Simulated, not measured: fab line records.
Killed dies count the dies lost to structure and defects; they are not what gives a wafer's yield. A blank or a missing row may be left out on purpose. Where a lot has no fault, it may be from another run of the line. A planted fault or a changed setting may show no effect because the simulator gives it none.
Matching of chambers + flow sky130 + SKY_VIA3_ETCH_15 on rie diel-02: 4 sister chambers
The step etches SiO2 in C4F8/O2/Ar, stops on TiN, target depth 507 nm, time 78 s. 4 wafers are shown with their chamber, then 11 later ones without.

== EACH WAFER AND ITS CHAMBER ==
| wafer  | chamber | oes product au (a.u.) |
|--------|---------|-----------------------|
| L083.4 | 2       | 0.936                 |
| L084.3 | 3       | 0.949                 |
| L084.5 | 0       | 0.940                 |
| L086.1 | 1       | 0.949                 |

== WAFERS MISSING THEIR CHAMBER ==
| wafer  | oes product au (a.u.) |
|--------|-----------------------|
| L086.2 | 0.942                 |
| L086.5 | 0.946                 |
| L092.1 | 0.949                 |
| L092.3 | 0.952                 |
| L092.4 | 0.943                 |
| L096.1 | 0.945                 |
| L096.2 | 0.949                 |
| L096.3 | 0.948                 |
| L097.2 | 0.946                 |
| L097.4 | 0.940                 |
| L097.5 | 0.947                 |

== WHICH CHAMBER EACH ONE RAN IN ==
| wafer  | from the rows above               | in truth |
|--------|-----------------------------------|----------|
| L086.2 | can't be placed: 0 or 2           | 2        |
| L086.5 | can't be placed: 1 or 3 or 0      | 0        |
| L092.1 | can't be placed: 1 or 3           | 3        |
| L092.3 | can't be placed: 1 or 3           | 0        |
| L092.4 | can't be placed: 0 or 1 or 3 or 2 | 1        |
| L096.1 | can't be placed: 1 or 3 or 0      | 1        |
| L096.2 | can't be placed: 1 or 3           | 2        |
| L096.3 | can't be placed: 1 or 3           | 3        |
| L097.2 | can't be placed: 1 or 3 or 0      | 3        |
| L097.4 | can't be placed: 0 or 2           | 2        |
| L097.5 | can't be placed: 1 or 3           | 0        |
0 of 11 placed correctly. From these rows, 11 cannot be placed; in 8 the true chamber is one of the candidates. Wrongly placed: 0.
How it was worked out, from the rows above alone: a wafer's distance from a chamber is the root of the sum, over the readings, of the square of ((its reading less the chamber's mean) divided by the reading's scatter). The wafer belongs to the nearest chamber; if the next one is less than 2 further off, it can't be placed. For every chamber, the mean is computed from those of its wafers that are shown. The scatter: root of mean squared gap, hidden wafer to nearest shown wafer, with one shown wafer a chamber.
